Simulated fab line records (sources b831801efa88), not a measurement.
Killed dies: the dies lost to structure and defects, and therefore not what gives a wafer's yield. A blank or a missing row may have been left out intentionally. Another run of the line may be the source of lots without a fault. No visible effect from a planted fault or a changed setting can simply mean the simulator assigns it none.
Which tool was responsible? | flow gf180mcu | 6 lots (18 wafers sampled), 1 step of a 602-step route

## WHAT THE GAUGES SHOWED, per wafer
GF_STI_THK_MEAS_30.
lot  | measured    | on            | STI_OXIDATION_02_THK (nm)
L605 | day 3 11:20 | film_metro-02 | 10.22 10.03 10.42
L608 | day 3 22:18 | film_metro-03 | 10.10 10.11 10.29
L614 | day 5 01:47 | film_metro-04 | 9.90 9.88 9.64
L619 | day 6 03:17 | film_metro-03 | 9.98 9.73 9.79
L621 | day 6 14:39 | film_metro-02 | 10.06 10.10 10.17
L623 | day 6 23:39 | film_metro-02 | 9.98 9.95 9.95

## WHAT TOOL EACH LOT RAN ON (gives the tool, then ch and the chambers of the sampled wafers, and finally the start)
No process step before these readings appears in the record.

## THE ANSWER, worked out from the rows above alone
Rule: what is usual is taken from the lots themselves. Put in order of their means at a reading, lots are off if they are a third of the lots or fewer, leave a main group of 4 or more, and stand apart from it by a gap of 3 or more times the standard deviation of the main group's means; of several such gaps the widest counts. Not used: any main group whose means are identical at the precision the tables above print for the reading. A lot without any number at a reading at which 4 lots or more have one is off too. The other lots that the step has rows for count as sound.
Nothing can be told from this: no lot is off at any reading shown.

## WHAT THE SIMULATOR HAD PUT IN
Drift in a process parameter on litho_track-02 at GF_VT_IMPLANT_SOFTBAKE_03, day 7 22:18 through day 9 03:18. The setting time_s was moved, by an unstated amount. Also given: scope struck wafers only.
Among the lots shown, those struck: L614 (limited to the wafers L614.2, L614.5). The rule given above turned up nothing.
